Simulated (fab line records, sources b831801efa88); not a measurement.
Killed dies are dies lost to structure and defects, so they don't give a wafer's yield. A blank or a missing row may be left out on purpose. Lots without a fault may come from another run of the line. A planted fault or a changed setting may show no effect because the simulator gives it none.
Problem report in the 8D (eight disciplines) form, filled by code | flow sky130 | the parts of the form that need people (team, actions taken, sign-off) are left out

1. THE PROBLEM
killed_at_front_end at SKY_PAD_OPEN_PROBE_99 reads a mean of 428 on 6 wafers of 2 lots; wafers without a fault read 15 with a standard deviation of 4.2. That is +98 standard deviations from the usual mean.
First seen on wafer L235.1, day 48 07:21, on prober-01. The record holds 15 wafers of 5 lots with a number at this step. Rule for "out", or "out of limits": more than 4 standard deviations from the usual mean. The other wafers with a number count as sound.

2. WHAT IT IS AND WHAT IT IS NOT
question                    | is                                              | is not
which readings at this step | killed_at_front_end, killed_dies, killed_on_rim | killed_at_M4_up, killed_at_contacts, killed_short
which lots                  | L235, L236                                      | L237, L246, L247
which wafers of those lots  | all that have a number                          | -
read on which tools         | prober-01, prober-02                            | -
when                        | from day 48 07:21                               | up to then (0 sound wafers); but 9 sound wafers of L237, L246, L247 came after

3. SUSPECTS, AND WHAT RULES EACH OUT
Counting: a tool at a process step up to the reading stays a suspect if it ran every lot that is out and no sound lot after the first of them.
- plasma_asher-04 at SKY_POLY_GATE_STRIP_18 (strips in O2/N2): ruled out as a lasting fault. Sound lots L246, L247 ran on it after its first lot that is out, L235 (day 20 01:04).
Left after counting: nothing in the record.

4. THE CAUSE (what the simulator had put in)
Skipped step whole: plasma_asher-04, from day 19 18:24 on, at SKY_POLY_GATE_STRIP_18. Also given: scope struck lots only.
Counting ruled it out, wrongly: the rule takes a fault to strike every lot that its tool runs from its start on, and this one did not.

5. THE CHAIN OF EFFECTS, in route order
Each row: a reading whose mean over the struck wafers that have a number lies more than 3 standard deviations from the usual. Only readings for which the record gives a usual standard deviation are gone through. hours: the time from each lot's start at the first step in this table that gives one to its start at this step, as a median over the lots. sigmas: the change in usual standard deviations.
hours | step                  | reading             | usual | on struck wafers | change | sigmas
0     | SKY_PAD_OPEN_PROBE_99 | killed_at_front_end | 15    | 428              | +413   | +98
0     | SKY_PAD_OPEN_PROBE_99 | killed_dies         | 86    | 492              | +406   | +43
0     | SKY_PAD_OPEN_PROBE_99 | killed_on_rim       | 17    | 96               | +79    | +20
The process steps in it:
- SKY_PAD_OPEN_PROBE_99
Readings that are blank on the struck wafers while sound wafers have them: chamber_pressure_mTorr at SKY_POLY_GATE_STRIP_18; drypump_motor_current_A at SKY_POLY_GATE_STRIP_18; n2_flow_sccm at SKY_POLY_GATE_STRIP_18; oes_product_au at SKY_POLY_GATE_STRIP_18; strip_time_to_endpoint_s at SKY_POLY_GATE_STRIP_18.

6. WHAT WOULD HAVE CAUGHT IT SOONER
In this record the first reading out of limits was taken at day 48 07:21, 685 hours after the fault began at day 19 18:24.
At SKY_POLY_GATE_STRIP_18 the tool's readings are blank on the struck wafers, where sound wafers have them: an empty tool record is the first sign, and it was there at once.
